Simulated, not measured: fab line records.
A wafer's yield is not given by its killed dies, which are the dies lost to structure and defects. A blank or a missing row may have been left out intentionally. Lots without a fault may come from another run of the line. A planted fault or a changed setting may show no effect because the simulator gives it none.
Chamber matching | flow gf180mcu | GF_V1_CMP_26 on cmp-01 has 4 sister chambers
The step polishes, stops on SiO2, t overpolish 15 s, target thk 0 nm. 4 wafers are shown with their chamber, then 11 later ones without.

EACH WAFER AND ITS CHAMBER
wafer  | chamber | motor current A (A)
L167.1 | 2       | 9.8
L175.3 | 1       | 10.8
L175.6 | 0       | 11.2
L177.1 | 3       | 9.1

WAFERS WHOSE CHAMBER IS MISSING
wafer  | motor current A (A)
L177.3 | 11.3
L177.4 | 10.1
L178.1 | 10.4
L178.4 | 10.7
L178.5 | 10.4
L179.4 | 10.2
L179.5 | 9.1
L179.6 | 11.0
L180.1 | 10.4
L180.4 | 10.7
L180.5 | 10.7

THE CHAMBER EACH PASSED THROUGH
wafer  | from the rows above          | in truth
L177.3 | can't be placed: 0 or 1      | 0
L177.4 | can't be placed: 2 or 1      | 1
L178.1 | can't be placed: 1 or 2 or 0 | 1
L178.4 | can't be placed: 1 or 0      | 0
L178.5 | can't be placed: 1 or 2 or 0 | 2
L179.4 | can't be placed: 2 or 1      | 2
L179.5 | 3                            | 3
L179.6 | can't be placed: 0 or 1      | 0
L180.1 | can't be placed: 1 or 2 or 0 | 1
L180.4 | can't be placed: 1 or 0      | 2
L180.5 | can't be placed: 1 or 0      | 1
Placed correctly: 1 of 11. Unplaceable from these rows: 10, with the true chamber sitting among the candidates in 9. Number placed wrongly: 0.
How it was worked out, from the rows above alone: a wafer's distance from a chamber is the root of the sum, over the readings, of the square of ((its reading less the chamber's mean) divided by the reading's scatter). The wafer belongs to the nearest chamber; if the next one is less than 2 further off, it can't be placed. The mean given for a chamber averages the wafers shown for that chamber. The scatter: root of mean squared gap, hidden wafer to nearest shown wafer, with one shown wafer a chamber.
